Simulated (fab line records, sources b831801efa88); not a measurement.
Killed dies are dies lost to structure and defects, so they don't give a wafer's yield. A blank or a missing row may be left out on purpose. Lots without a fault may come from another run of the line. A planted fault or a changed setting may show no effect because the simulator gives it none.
Chamber matching | flow sfq_line | SFQ_TRILAYER_I1_VIA_BARC_OPEN_VIA_ETCH_071 on rie_diel-01: 4 sister chambers
The step etches BARC in O2, target depth 125 nm, time 41.7 s. 14 wafers are shown with their chamber, then 7 later ones without.

WAFERS WITH THEIR CHAMBER
wafer  | chamber | drypump_motor_current_A (A) | oes_product_au (a.u.)
L571.2 | 0       | 5.5                         | 0.680
L571.5 | 3       | 5.9                         | 0.683
L571.6 | 2       | 5.9                         | 0.682
L573.1 | 3       | 5.9                         | 0.681
L573.2 | 1       | 5.1                         | 0.688
L573.3 | 2       | 6.0                         | 0.687
L575.2 | 0       | 5.5                         | 0.681
L575.3 | 2       | 5.9                         | 0.680
L575.6 | 1       | 5.1                         | 0.681
L576.1 | 3       | 5.9                         | 0.679
L576.3 | 2       | 6.0                         | 0.686
L576.6 | 3       | 5.9                         | 0.690
L577.3 | 1       | 5.1                         | 0.686
L577.4 | 3       | 5.9                         | 0.685

SIGNATURES (means of the wafers above)
reading                 | chamber 0 | chamber 1 | chamber 2 | chamber 3 | scatter within a chamber
drypump_motor_current_A | 5.500     | 5.100     | 5.950     | 5.900     | 0.0316
oes_product_au          | 0.68050   | 0.68500   | 0.68375   | 0.68360   | 0.00361
Rule: a wafer's distance from a chamber is the root of the sum, over the readings, of the square of ((its reading less the chamber's mean) divided by the reading's scatter). The wafer belongs to the nearest chamber; if the next one is less than 2 further off, it can't be placed. The scatter: the root of (the sum of the squares of (reading less its chamber's mean) over the shown wafers, divided by (wafers less chambers)).

WAFERS WITHOUT THEIR CHAMBER
wafer  | drypump_motor_current_A (A) | oes_product_au (a.u.)
L577.6 | 5.1                         | 0.693
L579.2 | 5.1                         | 0.686
L579.3 | 5.5                         | 0.682
L579.6 | 5.5                         | 0.689
L590.1 | 5.1                         | 0.679
L590.2 | 5.9                         | 0.677
L590.3 | 5.5                         | 0.675

WHICH CHAMBER EACH WENT THROUGH
wafer  | from the rows above     | in truth
L577.6 | 1                       | 1
L579.2 | 1                       | 1
L579.3 | 0                       | 0
L579.6 | 0                       | 0
L590.1 | 1                       | 1
L590.2 | can't be placed: 3 or 2 | 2
L590.3 | 0                       | 0
Placed correctly: 6 of 7. Can't be placed from these rows: 1 (the true chamber is among the candidates in 1). Placed wrongly: 0.
